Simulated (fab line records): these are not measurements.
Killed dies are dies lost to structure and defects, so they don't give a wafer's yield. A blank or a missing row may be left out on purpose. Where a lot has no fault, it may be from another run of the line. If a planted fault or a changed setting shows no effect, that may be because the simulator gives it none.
Comparing a struck lot with a sound one    flow sky130    16 out of 708 route steps
Sound: these wafers, L381.4, L381.5, L381.6. Struck: wafers L392.1, L392.3, L392.6. The cause comes at the end.
Order at every step that has rows: each side's tool, ch and its chambers, its first start. Under that, the readings that differ: sound wafers    struck wafers    difference of the means    sigmas: that difference in standard deviations of wafers without a fault.
alike: readings with means less than 2 such deviations apart, plus words and numbers identical on both sides. not compared: withheld readings, readings lacking a value on some wafer, bounds such as >300 that could conceal the same value, and numbers that have no deviation in the record and whose values overlap.
The two part at a step that has a row with sigmas, a row that says differs or no value, or rows on one side only. When numbers do not overlap yet have no deviation, they are printed without sigmas and do not part them. Lack of a reading on every wafer of one side parts them only where that side has two or more wafers.

SKY_METAL5_SPUTTER_03: material Ti, target thk 5 nm, time 3.3 s.
  sound on pvd-sputter-02 at day 43 20:25; struck on pvd-sputter-04 at day 47 10:35
  alike: chamber-pressure-pa, throttle-valve-pct
SKY_METAL5_SPUTTER_04: material TiN, target thk 70 nm, time 58.3 s.
  sound on pvd-sputter-02 at day 43 20:26; struck on pvd-sputter-04 at day 47 10:37
  alike: chamber-pressure-pa, throttle-valve-pct
SKY_METAL5_RS_MEAS_05: measurement is done with a four-point probe.
  sound on film-metro-03 at day 43 20:32; struck on film-metro-01 at day 47 10:40
  alike: METAL5_ALCU_RS
SKY_METAL5_THK_MEAS_06: measures by xrf.
  sound on film-metro-03 at day 43 20:38; struck on film-metro-01 at day 47 10:47
  alike: METAL5_ALCU_THK
then, 7 steps without rows for these wafers: SKY_METAL5_DEHYDRATE_07 (time 60 s); SKY_METAL5_HMDS_08 (prime time 60 s); SKY_METAL5_COAT_09 (resist thk 1800 nm); SKY_METAL5_SOFTBAKE_10 (time 60 s); SKY_METAL5_EXPOSE_11 (exposes mask MM5, target cd 1600 nm); SKY_METAL5_PEB_12; SKY_METAL5_DEVELOP_13 (develop time 60 s).
SKY_METAL5_DESCUM_14: chemistry O2, time 11 s.
  sound on rie-metal-02 ch 0,1, day 44 18:09; struck on rie-metal-01 ch 0, day 48 05:49
  alike: drypump-motor-current-A, oes-product-au
  not compared: rf-hours-counter-h
SKY_METAL5_METAL_ETCH_15: etches the open film in Cl2/BCl3, stops on SiO2, target depth 1260 nm, time 252 s.
  sound on rie-metal-02 ch 0,1, day 44 18:15; struck on rie-metal-01 ch 0, day 48 05:51
  no value came back on the struck wafers for any of 5 readings (bcl3-flow-sccm (sccm), bias-w (W) and others); on the sound wafers bcl3-flow-sccm (sccm) reads 30.18 30.03 30.12
reading                                      sound              struck             difference  sigmas
model.NOVOLAK_of_METAL5_COAT_09.thk-nm (nm)  1023 1031 1050     1793 1797 1799     +762        
model.SiO2_of_VIA4_HDPCVD_00.thk-nm (nm)     548.5 549.5 548.9  574.3 576.2 574.2  +25.9       
  not compared: rf-hours-counter-h
SKY_METAL5_STRIP_16: strips in O2/N2.
  sound on plasma-asher-04 ch 0,1, day 44 18:26; struck on plasma-asher-01 ch 0,1, day 48 06:05
reading                       sound              struck             difference  sigmas
strip-time-to-endpoint-s (s)  12.95 13.03 13.23  21.56 21.60 21.63  +8.53       +78
  alike: drypump-motor-current-A, oes-product-au
  not compared: rf-hours-counter-h
then, 1 step without rows for these wafers: SKY_METAL5_STRIP_17 (strips in post etch residue remover, time 1200 s).
SKY_PAD_OPEN_PROBE_99:
  sound on prober-01 at day 46 15:37; struck on prober-01 at day 49 20:56
reading                   sound           struck          difference  sigmas
defect-limited-yield (%)  82.5 85.0 86.8  0 0 0           -85         -45
killed_at_M4_up           4 2 3           407 414 424     +412        +99 or more
killed-dies               86 74 65        492 492 492     +417        +45
killed-on-rim             17 12 12        96 96 96        +82         +23
sort_bin_5_function (%)   10.8 7.5 8.3    91.5 92.9 94.3  +84.0       +56
sort-n-pass               406 418 427     0 0 0           -417        -45
sort-yield-pct (%)        82.5 85.0 86.8  0 0 0           -85         -45
  alike: killed_at_M0_to_M3, killed-at-contacts, killed-at-front-end, killed-at-other, killed-open, killed-short, sort_bin_3_pad_short, sort_bin_6_memory

WHERE THEY PART
First at SKY_METAL5_METAL_ETCH_15; last, within this record, at SKY_PAD_OPEN_PROBE_99.

WHY: the cause the simulator had injected
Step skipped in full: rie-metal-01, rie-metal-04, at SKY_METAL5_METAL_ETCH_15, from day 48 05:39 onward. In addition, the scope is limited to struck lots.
